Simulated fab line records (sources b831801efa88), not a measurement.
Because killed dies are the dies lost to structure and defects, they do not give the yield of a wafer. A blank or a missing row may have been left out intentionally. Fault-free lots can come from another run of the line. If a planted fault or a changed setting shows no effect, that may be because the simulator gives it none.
What tool caused it? :: flow gf180mcu :: 14 lots, 42 wafers sampled, at 3 steps of a route of 602

WHAT EACH GAUGE READ, for each wafer
GF_STI_CD_MEAS_12: the cd target is 220 nm.
lot: L728
measured: day 2 01:06
on: cd-sem-02
cd-nm (nm): 222.8 221.1 221.4

lot: L729
measured: day 2 06:21
on: cd-sem-01
cd-nm (nm): 220.8 220.0 220.3

lot: L731
measured: day 2 17:51
on: cd-sem-02
cd-nm (nm): 220.9 220.5 221.0

lot: L733
measured: day 3 03:35
on: cd-sem-01
cd-nm (nm): 222.3 221.6 221.3

lot: L735
measured: day 3 13:58
on: cd-sem-01
cd-nm (nm): 218.1 218.5 217.9

lot: L736
measured: day 3 18:53
on: cd-sem-02
cd-nm (nm): 219.4 219.2 218.8

lot: L737
measured: day 3 23:50
on: cd-sem-01
cd-nm (nm): 221.7 220.8 220.7

lot: L738
measured: day 4 05:29
on: cd-sem-01
cd-nm (nm): 220.4 220.1 220.1

lot: L739
measured: day 4 10:08
on: cd-sem-01
cd-nm (nm): 220.6 219.4 218.4

lot: L740
measured: day 4 15:17
on: cd-sem-01
cd-nm (nm): 220.0 220.3 221.1

lot: L741
measured: day 4 19:24
on: cd-sem-01
cd-nm (nm): 219.8 220.2 219.5

lot: L742
measured: day 5 01:08
on: cd-sem-02
cd-nm (nm): 218.2 218.5 219.4

lot: L745
measured: day 5 16:25
on: cd-sem-01
cd-nm (nm): 219.6 218.7 220.4

lot: L750
measured: day 6 19:34
on: cd-sem-01
cd-nm (nm): 220.7 220.3 219.8

GF_NWELL_TW_MEAS_11.
lot: L728
measured: day 3 07:13
on: film-metro-02
NWELL_TW: 1556 1556 1552

lot: L729
measured: day 3 14:44
on: film-metro-03
NWELL_TW: 1598 1595 1598

lot: L731
measured: day 4 00:38
on: film-metro-04
NWELL_TW: 1588 1575 1590

lot: L733
measured: day 4 10:25
on: film-metro-04
NWELL_TW: 1576 1572 1583

lot: L735
measured: day 4 20:40
on: film-metro-04
NWELL_TW: 1594 1583 1584

lot: L736
measured: day 5 04:12
on: film-metro-03
NWELL_TW: 1597 1587 1586

lot: L737
measured: day 5 09:20
on: film-metro-04
NWELL_TW: 1587 1578 1579

lot: L738
measured: day 5 14:42
on: film-metro-04
NWELL_TW: 1578 1583 1578

lot: L739
measured: day 5 23:05
on: film-metro-02
NWELL_TW: 1550 1546 1541

lot: L740
measured: day 6 03:10
on: film-metro-03
NWELL_TW: 1596 1601 1597

lot: L741
measured: day 6 06:55
on: film-metro-02
NWELL_TW: 1549 1536 1538

lot: L742
measured: day 6 12:22
on: film-metro-02
NWELL_TW: 1546 1546 1539

lot: L745
measured: day 7 04:04
on: film-metro-04
NWELL_TW: 1584 1573 1570

lot: L750
measured: day 8 14:07
on: film-metro-04
NWELL_TW: 1579 1569 1588

EACH LOT AND THE TOOL THAT RAN IT (in order: tool; ch and the chambers of the sampled wafers; start)
lot: L728
GF_STI_WET_ETCH_17: wet-bench-04 ch 0, day 2 01:28

lot: L729
GF_STI_WET_ETCH_17: wet-bench-04 ch 1, day 2 06:42

lot: L731
GF_STI_WET_ETCH_17: wet-bench-02 ch 3, day 2 18:11

lot: L733
GF_STI_WET_ETCH_17: wet-bench-02 ch 3, day 3 03:58

lot: L735
GF_STI_WET_ETCH_17: wet-bench-02 ch 1, day 3 14:21

lot: L736
GF_STI_WET_ETCH_17: wet-bench-02 ch 1, day 3 19:15

lot: L737
GF_STI_WET_ETCH_17: wet-bench-02 ch 0, day 4 00:14

lot: L738
GF_STI_WET_ETCH_17: wet-bench-02 ch 1, day 4 05:50

lot: L739
GF_STI_WET_ETCH_17: wet-bench-02 ch 3, day 4 10:31

lot: L740
GF_STI_WET_ETCH_17: wet-bench-02 ch 0, day 4 15:40

lot: L741
GF_STI_WET_ETCH_17: wet-bench-03 ch 1, day 4 19:45

lot: L742
GF_STI_WET_ETCH_17: wet-bench-02 ch 1, day 5 01:30

lot: L745
GF_STI_WET_ETCH_17: wet-bench-04 ch 1, day 5 16:49

lot: L750
GF_STI_WET_ETCH_17: wet-bench-04 ch 1, day 6 19:58
- GF_STI_WET_ETCH_17: etches Si3N4 in H3PO4, target depth 45 nm, time 514 s.

AS READ BY THE TOOLS THEMSELVES (means over the sampled wafers that have a number; for cases with no such wafer, the mark the record gives instead)
GF_STI_WET_ETCH_17.
lot: L728
tool: wet-bench-04
run-length-s (s): 540

lot: L729
tool: wet-bench-04
run-length-s (s): 539

lot: L731
tool: wet-bench-02
run-length-s (s): 542

lot: L733
tool: wet-bench-02
run-length-s (s): 541

lot: L735
tool: wet-bench-02
run-length-s (s): 540

lot: L736
tool: wet-bench-02
run-length-s (s): 539

lot: L737
tool: wet-bench-02
run-length-s (s): 540

lot: L738
tool: wet-bench-02
run-length-s (s): 539

lot: L739
tool: wet-bench-02
run-length-s (s): 542

lot: L740
tool: wet-bench-02
run-length-s (s): 1030

lot: L741
tool: wet-bench-03
run-length-s (s): 547

lot: L742
tool: wet-bench-02
run-length-s (s): 1029

lot: L745
tool: wet-bench-04
run-length-s (s): 540

lot: L750
tool: wet-bench-04
run-length-s (s): 547

THE ANSWER, worked out from the rows above alone
Rule: usual is defined by the lots themselves. The widest of any qualifying gaps counts: lots, ordered by their means at a reading, are off when they make up no more than a third of the lots, leave a main group of 4 or more, and stand apart from it by 3 or more times the standard deviation of that group's means. A main group whose means are all the same, to the digits that the tables above print for the reading, isn't used. Also off: a lot with no number at a reading for which 4 or more lots have one. Any other lot the step has rows for is counted as sound. First the gauges in route order, then the tools' own readings, where a lot's mean is used as printed above. The first step at which some lot is off is used, and at that step the reading that is off furthest; a lot without a number counts as furthest.
Off: L740, L742, at GF_STI_WET_ETCH_17 (run-length-s). Mean 541 s and standard deviation 2.7 in the main group.
If a tool, at that step or one of the process steps before it, ran each lot that is off and ran no sound lot following the first of them, it fits. One fits: GF_STI_WET_ETCH_17 on wet-bench-02. A fault onset in the window from L739 (day 4 10:31, its last sound lot) to L740 (day 4 15:40, its first lot off) fits.
The tool's own readings at GF_STI_WET_ETCH_17 bear it out: on the lots that are off they differ by more than 5 times the standard deviation of the sound lots' means. run-length-s reads 1030 s there against 541 s on the sound lots.

WHAT THE SIMULATOR HAD PUT IN
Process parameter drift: wet-bench-02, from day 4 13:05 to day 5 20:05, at GF_STI_WET_ETCH_17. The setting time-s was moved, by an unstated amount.
Struck lots among those shown: L740, L742. This agrees with what the rule above found.
